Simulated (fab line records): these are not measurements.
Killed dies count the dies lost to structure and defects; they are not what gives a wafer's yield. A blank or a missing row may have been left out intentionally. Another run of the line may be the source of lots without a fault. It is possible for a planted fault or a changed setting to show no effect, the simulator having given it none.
Struck lot and sound lot, side by side :: flow sky130 :: 18 steps out of a route of 708
Sound: these wafers, L463.3, L463.4, L463.6. The struck wafers were L477.3, L477.5, L477.6. Last of all comes the cause.
For every step that has rows: the tool of each side, followed by ch and its chambers, followed by its first start. Under that, the readings that differ: sound wafers :: struck wafers :: difference of the means :: sigmas: that difference in standard deviations of wafers without a fault.
alike: same words and numbers on both sides, and readings whose means sit less than 2 such deviations apart. not compared: any withheld reading, any reading some wafer has no value for, any bound like >300 that may hide the same value, and any number with overlapping values for which the record gives no deviation.
The two part at a step that has a row with sigmas, a row that says differs or no value, or rows on one side only. Numbers that have no deviation but don't overlap get no sigmas and don't part them. Lack of a reading on every wafer of one side parts them only where that side has two or more wafers.

first, 2 steps without rows for these wafers: SKY_NWELL_PEB_08; SKY_NWELL_DEVELOP_09 (develop time 60 s).
SKY_NWELL_OVL_MEAS_10:
  sound on overlay-02 at day 5 17:08; struck on overlay-02 at day 9 02:19
  alike: NWELL_00_OVL
then, 3 steps without rows for these wafers: SKY_NWELL_IMPLANT_11; SKY_NWELL_IMPLANT_12; SKY_NWELL_IMPLANT_13.
SKY_NWELL_STRIP_14: strips in O2/N2.
  sound on plasmaAsher-03 ch 0,1, day 5 17:39; struck on plasmaAsher-04 ch 0,1, day 9 02:50
  alike: chamberPressureMTorr, drypumpMotorCurrentA, oesProductAu, stripTimeToEndpointS
  not compared: rfHoursCounterH
SKY_NWELL_TW_MEAS_15:
  sound on filmMetro-02 at day 5 17:44; struck on filmMetro-04 at day 9 02:55
  alike: NWELL_TW
then, 4 steps without rows for these wafers: SKY_NWELL_DEHYDRATE_16 (time 60 s); SKY_NWELL_HMDS_17 (prime time 60 s); SKY_NWELL_COAT_18 (resist thk 3000 nm); SKY_NWELL_SOFTBAKE_19.
SKY_NWELL_EXPOSE_20: exposes mask NWM COMPLEMENT, target cd 840 nm.
  sound on ilineStepper-01 ch 0, day 6 01:23; struck on ilineStepper-01 ch 0, day 9 14:17
reading: model.NWELL.overlayXNm (nm)
sound: -1.965 -1.965 -1.965
struck: 255.5 255.5 255.5
difference: +257.5
sigmas: 
  alike: mask
then, 2 steps without rows for these wafers: SKY_NWELL_PEB_21; SKY_NWELL_DEVELOP_22 (develop time 60 s).
SKY_NWELL_OVL_MEAS_23:
  sound on overlay-02 at day 6 10:05; struck on overlay-02 at day 10 01:08
reading: NWELL_01_OVL (nm)
sound: -2.2 -1.4 -1.8
struck: 254.7 256.9 255.5
difference: +257.5
sigmas: +99 or more
then, 1 step without rows for these wafers: SKY_NWELL_IMPLANT_24.
-- the record jumps here: 40 days lie between the struck wafers' starts before and after (it left off in module NWELL and takes up again in module PAD_OPEN, whose first step shown is number 708 of the route) --
SKY_PAD_OPEN_PROBE_99:
  sound on prober-02 at day 46 17:56; struck on prober-02 at day 49 20:34
reading: killedAtFrontEnd
sound: 21 15 16
struck: 218 203 194
difference: +188
sigmas: +40

reading: killedDies
sound: 88 80 87
struck: 292 253 260
difference: +183
sigmas: +19

reading: killedOnRim
sound: 17 16 20
struck: 55 53 48
difference: +34
sigmas: +9

reading: model.etest.pfet_16v.rOnOhmUm
sound: 1.525e+04 1.491e+04 1.484e+04
struck: 4.167e+04 4.022e+04 3.863e+04
difference: +2.517e+04
sigmas: 

reading: model.etest.nfet_16v.rOnOhmUm
sound: 1.408e+04 1.396e+04 1.4e+04
struck: 2.22e+04 2.194e+04 2.169e+04
difference: +7.93e+03
sigmas: 

reading: model.etest.pfet_16v.driveUaUm
sound: 245.3 253 250.2
struck: 127.6 130.8 123.6
difference: -122.2
sigmas: 

reading: model.etest.nfet_16v.driveUaUm
sound: 219.8 220.4 218.8
struck: 175.8 179.4 175.9
difference: -42.6
sigmas: 

reading: model.etest.sramNfetPass.offLog10AUm
sound: -12.75 -12.23 -12.63
struck: -11.05 -9.475 -11.01
difference: +2.03
sigmas: 

reading: model.etest.pfet_16v.vtV (V)
sound: -1.092 -1.094 -1.096
struck: -1.162 -1.156 -1.169
difference: -0.068
sigmas: 
  alike: killed_at_M0_to_M3, killed_at_M4_up, killedAtContacts, killedAtOther, killedOpen, killedShort
  not compared: model.etest.sramPfetLatch.offLog10AUm, model.etest.sramPfetLatch.vtSatV

## WHERE THEY PART
Earliest at SKY_NWELL_OVL_MEAS_23; latest, in this record, at SKY_PAD_OPEN_PROBE_99.

WHY: whatever the simulator had introduced
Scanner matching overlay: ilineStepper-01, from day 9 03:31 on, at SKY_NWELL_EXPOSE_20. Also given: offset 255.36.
